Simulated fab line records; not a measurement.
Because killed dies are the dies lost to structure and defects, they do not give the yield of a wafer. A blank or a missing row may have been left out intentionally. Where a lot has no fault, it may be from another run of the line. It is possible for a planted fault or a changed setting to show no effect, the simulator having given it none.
Which of the tools did it? / flow sky130 / Sampling: 12 lots, 36 wafers, 6 of 708 route steps

## WHAT THE GAUGES READ, wafer by wafer
SKY_VT_ADJUST_HVTP_OVL_MEAS_08. Usual: VT_ADJUST_HVTP_OVL gives 0.6 nm (standard deviation 1.4).
lot=L717; measured=day 6 02:02; on=overlay-01; VT_ADJUST_HVTP_OVL (nm)=1.6 2.8 2.8; flag=
lot=L718; measured=day 6 02:42; on=overlay-02; VT_ADJUST_HVTP_OVL (nm)=-0.3 0.9 0.1; flag=
lot=L719; measured=day 6 17:14; on=overlay-01; VT_ADJUST_HVTP_OVL (nm)=2.4 3.8 2.0; flag=
lot=L722; measured=day 7 18:07; on=overlay-01; VT_ADJUST_HVTP_OVL (nm)=0.9 0.9 0.9; flag=
lot=L726; measured=day 8 07:53; on=overlay-02; VT_ADJUST_HVTP_OVL (nm)=0.7 -0.2 1.4; flag=
lot=L730; measured=day 9 15:40; on=overlay-02; VT_ADJUST_HVTP_OVL (nm)=-1.3 0.9 0.4; flag=
lot=L732; measured=day 10 04:41; on=overlay-01; VT_ADJUST_HVTP_OVL (nm)=-0.3 -1.7 -0.9; flag=
lot=L731; measured=day 10 04:58; on=overlay-02; VT_ADJUST_HVTP_OVL (nm)=1.6 1.3 -0.3; flag=
lot=L733; measured=day 10 10:26; on=overlay-01; VT_ADJUST_HVTP_OVL (nm)=1.0 0.3 1.9; flag=
lot=L734; measured=day 10 16:11; on=overlay-02; VT_ADJUST_HVTP_OVL (nm)=-0.1 -1.0 0.2; flag=
lot=L736; measured=day 11 04:48; on=overlay-01; VT_ADJUST_HVTP_OVL (nm)=2.1 2.4 2.2; flag=
lot=L737; measured=day 11 11:46; on=overlay-02; VT_ADJUST_HVTP_OVL (nm)=1.4 0.7 0.9; flag=

SKY_VT_ADJUST_LVTN_OVL_MEAS_18. Usual: VT_ADJUST_LVTN_01_OVL gives 0.6 nm (standard deviation 1.2).
lot=L717; measured=day 7 17:22; on=overlay-01; VT_ADJUST_LVTN_01_OVL (nm)=-1.8 -1.1 -0.8; flag=
lot=L718; measured=day 7 17:41; on=overlay-02; VT_ADJUST_LVTN_01_OVL (nm)=-1.7 -1.2 -0.5; flag=
lot=L719; measured=day 8 09:53; on=overlay-02; VT_ADJUST_LVTN_01_OVL (nm)=3.9 2.3 1.5; flag=
lot=L722; measured=day 9 12:29; on=overlay-01; VT_ADJUST_LVTN_01_OVL (nm)=- - -; flag=OFF
lot=L726; measured=day 10 04:11; on=overlay-02; VT_ADJUST_LVTN_01_OVL (nm)=1.1 0.3 -1.7; flag=
lot=L730; measured=day 11 13:05; on=overlay-01; VT_ADJUST_LVTN_01_OVL (nm)=2.3 2.0 3.6; flag=
lot=L732; measured=day 12 03:02; on=overlay-02; VT_ADJUST_LVTN_01_OVL (nm)=0.4 -0.5 0.8; flag=
lot=L731; measured=day 12 03:19; on=overlay-01; VT_ADJUST_LVTN_01_OVL (nm)=1.2 0.9 1.6; flag=
lot=L733; measured=day 12 09:59; on=overlay-02; VT_ADJUST_LVTN_01_OVL (nm)=0.5 1.0 2.4; flag=
lot=L734; measured=day 12 16:04; on=overlay-02; VT_ADJUST_LVTN_01_OVL (nm)=-0.4 0.1 -0.5; flag=
lot=L736; measured=day 13 06:14; on=overlay-02; VT_ADJUST_LVTN_01_OVL (nm)=-0.6 0.7 1.5; flag=
lot=L737; measured=day 13 14:14; on=overlay-01; VT_ADJUST_LVTN_01_OVL (nm)=0.0 0.0 1.2; flag=

SKY_VT_ADJUST_LVTN_TW_MEAS_21. Usual: VT_ADJUST_LVTN_2_TW gives 188.1 (standard deviation 0.9).
lot=L717; measured=day 7 17:39; on=filmMetro-03; VT_ADJUST_LVTN_2_TW=187.6 187.6 186.6; flag=
lot=L718; measured=day 7 17:58; on=filmMetro-04; VT_ADJUST_LVTN_2_TW=188.8 189.0 188.3; flag=
lot=L719; measured=day 8 10:10; on=filmMetro-04; VT_ADJUST_LVTN_2_TW=188.9 189.2 189.5; flag=
lot=L722; measured=day 9 12:47; on=filmMetro-01; VT_ADJUST_LVTN_2_TW=30.0 30.0 30.1 30.2 30.1 30.2; flag=OFF
lot=L726; measured=day 10 04:28; on=filmMetro-01; VT_ADJUST_LVTN_2_TW=189.3 189.1 188.9; flag=
lot=L730; measured=day 11 13:23; on=filmMetro-01; VT_ADJUST_LVTN_2_TW=189.3 188.3 189.5; flag=
lot=L732; measured=day 12 03:20; on=filmMetro-03; VT_ADJUST_LVTN_2_TW=186.1 186.9 186.3; flag=
lot=L731; measured=day 12 03:36; on=filmMetro-01; VT_ADJUST_LVTN_2_TW=188.2 187.8 188.4; flag=
lot=L733; measured=day 12 10:16; on=filmMetro-01; VT_ADJUST_LVTN_2_TW=189.0 188.2 188.7; flag=
lot=L734; measured=day 12 16:21; on=filmMetro-04; VT_ADJUST_LVTN_2_TW=188.6 188.5 187.9; flag=
lot=L736; measured=day 13 06:31; on=filmMetro-04; VT_ADJUST_LVTN_2_TW=187.3 186.6 187.5; flag=
lot=L737; measured=day 13 14:32; on=filmMetro-01; VT_ADJUST_LVTN_2_TW=188.3 187.9 187.3; flag=

SKY_SONOS_TUNNEL_OVL_MEAS_08. Usual: SONOS_TUNNEL_OVL gives -0.2 nm (standard deviation 1.4).
lot=L717; measured=day 11 10:16; on=overlay-01; SONOS_TUNNEL_OVL (nm)=-0.1 -0.1 1.2; flag=
lot=L718; measured=day 11 10:53; on=overlay-02; SONOS_TUNNEL_OVL (nm)=-1.5 -1.2 -2.3; flag=
lot=L719; measured=day 12 04:37; on=overlay-02; SONOS_TUNNEL_OVL (nm)=0.7 -1.2 0.3; flag=
lot=L726; measured=day 14 05:46; on=overlay-02; SONOS_TUNNEL_OVL (nm)=1.0 -0.2 0.8; flag=
lot=L730; measured=day 15 21:01; on=overlay-01; SONOS_TUNNEL_OVL (nm)=-0.7 -0.9 -1.5; flag=
lot=L732; measured=day 16 13:31; on=overlay-02; SONOS_TUNNEL_OVL (nm)=-1.2 -0.3 0.0; flag=
lot=L731; measured=day 16 14:23; on=overlay-02; SONOS_TUNNEL_OVL (nm)=-1.2 -1.6 -0.7; flag=
lot=L733; measured=day 16 20:37; on=overlay-02; SONOS_TUNNEL_OVL (nm)=-2.1 -1.2 -2.3; flag=
lot=L734; measured=day 17 03:46; on=overlay-01; SONOS_TUNNEL_OVL (nm)=1.3 0.6 2.2; flag=
lot=L736; measured=day 17 20:58; on=overlay-02; SONOS_TUNNEL_OVL (nm)=1.3 -0.9 -0.5; flag=
lot=L737; measured=day 18 06:50; on=overlay-01; SONOS_TUNNEL_OVL (nm)=1.1 -0.1 -0.5; flag=

## WHAT TOOL EACH LOT RAN ON (gives the tool, then ch and the chambers of the sampled wafers, and finally the start)
lot=L717; SKY_VT_ADJUST_HVTP_STRIP_10=plasmaAsher-02 ch 0,1, day 6 02:14; SKY_VT_ADJUST_LVTN_EXPOSE_15=ilineStepper-02 ch 0, day 7 07:41
lot=L718; SKY_VT_ADJUST_HVTP_STRIP_10=plasmaAsher-03 ch 0,1, day 6 02:55; SKY_VT_ADJUST_LVTN_EXPOSE_15=ilineStepper-01 ch 0, day 7 08:01
lot=L719; SKY_VT_ADJUST_HVTP_STRIP_10=plasmaAsher-03 ch 0,1, day 6 17:26; SKY_VT_ADJUST_LVTN_EXPOSE_15=ilineStepper-01 ch 0, day 7 23:29
lot=L722; SKY_VT_ADJUST_HVTP_STRIP_10=plasmaAsher-04 ch 0,1, day 7 18:19; SKY_VT_ADJUST_LVTN_EXPOSE_15=ilineStepper-01 ch 0, day 9 02:33
lot=L726; SKY_VT_ADJUST_HVTP_STRIP_10=plasmaAsher-02 ch 0,1, day 8 08:05; SKY_VT_ADJUST_LVTN_EXPOSE_15=ilineStepper-01 ch 0, day 9 16:59
lot=L730; SKY_VT_ADJUST_HVTP_STRIP_10=plasmaAsher-04 ch 0,1, day 9 15:51; SKY_VT_ADJUST_LVTN_EXPOSE_15=ilineStepper-01 ch 0, day 11 01:49
lot=L732; SKY_VT_ADJUST_HVTP_STRIP_10=plasmaAsher-04 ch 0,1, day 10 04:53; SKY_VT_ADJUST_LVTN_EXPOSE_15=ilineStepper-01 ch 0, day 11 15:14
lot=L731; SKY_VT_ADJUST_HVTP_STRIP_10=plasmaAsher-02 ch 0,1, day 10 05:09; SKY_VT_ADJUST_LVTN_EXPOSE_15=ilineStepper-01 ch 0, day 11 15:32
lot=L733; SKY_VT_ADJUST_HVTP_STRIP_10=plasmaAsher-02 ch 1, day 10 10:37; SKY_VT_ADJUST_LVTN_EXPOSE_15=ilineStepper-01 ch 0, day 11 21:35
lot=L734; SKY_VT_ADJUST_HVTP_STRIP_10=plasmaAsher-02 ch 0,1, day 10 16:23; SKY_VT_ADJUST_LVTN_EXPOSE_15=ilineStepper-01 ch 0, day 12 03:51
lot=L736; SKY_VT_ADJUST_HVTP_STRIP_10=plasmaAsher-03 ch 0,1, day 11 05:01; SKY_VT_ADJUST_LVTN_EXPOSE_15=ilineStepper-01 ch 0, day 12 18:07
lot=L737; SKY_VT_ADJUST_HVTP_STRIP_10=plasmaAsher-03 ch 0,1, day 11 11:57; SKY_VT_ADJUST_LVTN_EXPOSE_15=ilineStepper-02 ch 0, day 13 01:26
- SKY_VT_ADJUST_HVTP_STRIP_10: strips in O2/N2.
- SKY_VT_ADJUST_LVTN_EXPOSE_15: exposes mask HVN STD DERIVED, target cd 600 nm.

## AS READ BY THE TOOLS THEMSELVES (means over the sampled wafers that have a number; for cases with no such wafer, the mark the record gives instead)
SKY_VT_ADJUST_HVTP_STRIP_10. Usual: drypumpMotorCurrentA 5.8 A, standard deviation 0.6; oesProductAu 0.716 a.u., standard deviation 0.0043; stripTimeToEndpointS 14.17 s, standard deviation 0.037.
lot=L717; tool=plasmaAsher-02; drypumpMotorCurrentA (A)=5.7; oesProductAu (a.u.)=0.712; stripTimeToEndpointS (s)=14.20; flag=
lot=L718; tool=plasmaAsher-03; drypumpMotorCurrentA (A)=5.7; oesProductAu (a.u.)=0.717; stripTimeToEndpointS (s)=14.11; flag=
lot=L719; tool=plasmaAsher-03; drypumpMotorCurrentA (A)=5.6; oesProductAu (a.u.)=0.716; stripTimeToEndpointS (s)=14.16; flag=
lot=L722; tool=plasmaAsher-04; drypumpMotorCurrentA (A)=6.0; oesProductAu (a.u.)=0.716; stripTimeToEndpointS (s)=14.17; flag=
lot=L726; tool=plasmaAsher-02; drypumpMotorCurrentA (A)=6.2; oesProductAu (a.u.)=0.714; stripTimeToEndpointS (s)=14.19; flag=
lot=L730; tool=plasmaAsher-04; drypumpMotorCurrentA (A)=5.6; oesProductAu (a.u.)=0.717; stripTimeToEndpointS (s)=14.22; flag=
lot=L732; tool=plasmaAsher-04; drypumpMotorCurrentA (A)=5.9; oesProductAu (a.u.)=0.717; stripTimeToEndpointS (s)=14.21; flag=
lot=L731; tool=plasmaAsher-02; drypumpMotorCurrentA (A)=5.7; oesProductAu (a.u.)=0.720; stripTimeToEndpointS (s)=14.22; flag=
lot=L733; tool=plasmaAsher-02; drypumpMotorCurrentA (A)=6.6; oesProductAu (a.u.)=0.714; stripTimeToEndpointS (s)=14.15; flag=
lot=L734; tool=plasmaAsher-02; drypumpMotorCurrentA (A)=6.2; oesProductAu (a.u.)=0.713; stripTimeToEndpointS (s)=14.12; flag=
lot=L736; tool=plasmaAsher-03; drypumpMotorCurrentA (A)=5.3; oesProductAu (a.u.)=0.713; stripTimeToEndpointS (s)=14.14; flag=
lot=L737; tool=plasmaAsher-03; drypumpMotorCurrentA (A)=5.7; oesProductAu (a.u.)=0.716; stripTimeToEndpointS (s)=14.16; flag=

## THE ANSWER, worked out from the rows above alone
Rule: lot off if the mean of its wafers having a number is beyond 3 standard deviations from the usual mean. Also off: a lot with no number at a reading for which 4 or more lots have one. Any other lot the step has rows for is counted as sound. First the gauges in route order, then the tools' own readings, where a lot's mean is used as printed above. At the first step where some lot is off, the reading lying furthest off is the one used; lots without a number count as furthest.
Off: at SKY_VT_ADJUST_LVTN_OVL_MEAS_18 (VT_ADJUST_LVTN_01_OVL), L722. Without a number there: L722.
If a tool, at a process step before that reading, ran all the lots that are off and no sound lot after the first of them, it fits. The gauges at SKY_VT_ADJUST_LVTN_OVL_MEAS_18 aren't tried: what is off there is off at SKY_VT_ADJUST_LVTN_TW_MEAS_21 too, on other tools, and a gauge's error can't cause that. No candidate that was tried fits.

## WHAT THE SIMULATOR PUT IN
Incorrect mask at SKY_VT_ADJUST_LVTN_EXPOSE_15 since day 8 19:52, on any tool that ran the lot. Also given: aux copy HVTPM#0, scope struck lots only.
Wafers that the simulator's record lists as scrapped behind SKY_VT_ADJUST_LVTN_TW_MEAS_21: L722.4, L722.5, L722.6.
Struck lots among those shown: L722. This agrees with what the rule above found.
